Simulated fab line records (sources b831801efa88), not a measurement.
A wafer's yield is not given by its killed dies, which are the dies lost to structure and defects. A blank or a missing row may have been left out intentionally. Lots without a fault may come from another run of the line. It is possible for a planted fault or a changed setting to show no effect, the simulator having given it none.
Comparing a struck lot with a sound one ; flow sky130 ; 21 out of 708 route steps
Sound: wafers L823.1, L823.5, L823.6. Struck: wafers L835.4, L835.5, L835.6. The cause is named last.
At each step with rows: each side's tool, then ch and its chambers, then its first start. Under that, the readings that differ: sound wafers ; struck wafers ; difference of the means ; sigmas: that difference in standard deviations of wafers without a fault.
alike: a reading whose means differ by less than 2 such deviations, as well as words and numbers matching on both sides. not compared: withheld readings; readings where some wafer has no value; bounds like >300 that might hide an equal value; numbers whose values overlap and for which the record gives no deviation.
The two part at a step that has a row with sigmas, a row that says differs or no value, or rows on one side only. Non-overlapping numbers with no deviation appear without sigmas and do not part them. Lack of a reading on every wafer of one side parts them only where that side has two or more wafers.

first, 1 step without rows for these wafers: SKY_RES_XHIGH_IMPLANT_07.
SKY_RES_XHIGH_STRIP_08: strips in O2/N2.
  sound on plasmaAsher-02 ch 0,1, day 30 08:45; struck on plasmaAsher-03 ch 0,1, day 34 05:04
  alike: drypumpMotorCurrentA, n2FlowSccm, oesProductAu, stripTimeToEndpointS
  not compared: rfHoursCounterH
SKY_RES_XHIGH_TW_MEAS_09:
  sound on filmMetro-02, day 30 08:51; struck on filmMetro-03, day 34 05:10
reading;sound;struck;difference;sigmas
RES_XHIGH_TW;1665 1661 1663;1618 1627 1629;-38;-2
then, 7 steps without rows for these wafers: SKY_SD_N_DEHYDRATE_00 (time 60 s); SKY_SD_N_HMDS_01 (prime time 60 s); SKY_SD_N_COAT_02 (resist thk 1140 nm); SKY_SD_N_SOFTBAKE_03 (time 60 s); SKY_SD_N_EXPOSE_04 (exposes mask NSDM, target cd 380 nm); SKY_SD_N_PEB_05; SKY_SD_N_DEVELOP_06 (develop time 60 s).
SKY_SD_N_CD_MEAS_07: the cd target is 380 nm.
  sound on cdSem-02, day 31 13:02; struck on cdSem-02, day 35 07:17
  alike: cdNm
SKY_SD_N_OVL_MEAS_08:
  sound on overlay-01, day 31 13:10; struck on overlay-02, day 35 07:22
reading;sound;struck;difference;sigmas
SD_N_OVL (nm);2.9 1.5 2.9;-0.5 -0.3 -1.1;-3.1;-2
SKY_SD_N_IMPLANT_09:
  sound on implanter-03 ch 0, day 31 13:12; struck on implanter-01 ch 0, day 35 07:27
reading;sound;struck;difference;sigmas
beamEnergyKeV;49.981 49.993 49.992;63.000 62.990 63.003;+13.009;+99 or more
model.implant.rpNm (nm);32.08 32.08 32.08;40.28 40.28 40.28;+8.20;
model.implant.drpNm (nm);14.11 14.11 14.11;16.82 16.82 16.82;+2.71;
following that, these wafers have no rows for 1 step: SKY_SD_N_IMPLANT_10.
SKY_SD_N_STRIP_11: strips in O2/N2.
  sound on plasmaAsher-01 ch 0,1, day 31 13:30; struck on plasmaAsher-03 ch 0,1, day 35 07:43
reading;sound;struck;difference;sigmas
oesProductAu (a.u.);0.526 0.522 0.522;0.505 0.492 0.504;-0.023;-5
stripTimeToEndpointS (s);22.55 22.53 22.51;24.50 24.46 24.45;+1.94;+43
  alike: drypumpMotorCurrentA, n2FlowSccm
  not compared: rfHoursCounterH
SKY_SD_N_TW_MEAS_12:
  sound on filmMetro-02, day 31 13:36; struck on filmMetro-03, day 35 07:49
reading;sound;struck;difference;sigmas
SD_N_TW;4013 4021 4028;4243 4219 4200;+200;+4
then, 1 step without rows for these wafers: SKY_SD_N_CLEAN_13 (cleans in SC1/SC2, time 150 s).
SKY_SD_N_RTA_14: time 2 s.
  sound on rtpAnneal-01 ch 0, day 31 13:43; struck on rtpAnneal-01 ch 0, day 35 07:55
  alike: lampPowerPct, wafer_temp_C_max
SKY_SD_N_RS_MEAS_16: measures by four-point-probe.
  sound on filmMetro-01, day 31 13:53; struck on filmMetro-02, day 35 08:08
reading;sound;struck;difference;sigmas
SD_N_RS (ohm/sq);68.53 68.62 68.70;60.61 60.60 60.75;-7.96;-72
SKY_SD_N_RS_MEAS_17: measures by four-point-probe.
  sound on filmMetro-01, day 31 14:00; struck on filmMetro-02, day 35 08:15
  alike: SD_P_RS
-- record jumps: 16 days separate the struck wafers' starts on either side; left off in module SD_N, taken up again in module PAD_OPEN, whose first shown step is the route's number 708 --
SKY_PAD_OPEN_PROBE_99:
  sound on prober-02, day 48 08:28; struck on prober-02, day 51 01:10
reading;sound;struck;difference;sigmas
model.etest.resNdiff.lineOhmUm;780.7 769.6 767.2;661.6 677.8 660.3;-105.9;
model.etest.sonosUncharged.rOnOhmUm;819.6 805.3 804.5;771 776.5 782.2;-33;
model.etest.resNdiff.rsOhmSq;119.6 119.8 120.4;105.3 104.6 105.2;-14.9;
model.etest.resNdiffHv.rsOhmSq;114.3 114.3 113.8;98.91 98.86 99.91;-14.91;
  alike: killed_at_M0_to_M3, killed_at_M4_up, killedAtContacts, killedAtFrontEnd, killedAtOther, killedDies, killedOpen, killedShort
  not compared: model.etest.sonosProgrammed.offLog10AUm, model.etest.nfet_01v8_lvt.vtSatV

## WHERE THEY PART
Earliest at SKY_RES_XHIGH_TW_MEAS_09; latest, in this record, at SKY_SD_N_RS_MEAS_16. Later steps at which nothing parts them and some readings are alike: SKY_SD_N_RS_MEAS_17, SKY_PAD_OPEN_PROBE_99.

WHY: what had been put in by the simulator
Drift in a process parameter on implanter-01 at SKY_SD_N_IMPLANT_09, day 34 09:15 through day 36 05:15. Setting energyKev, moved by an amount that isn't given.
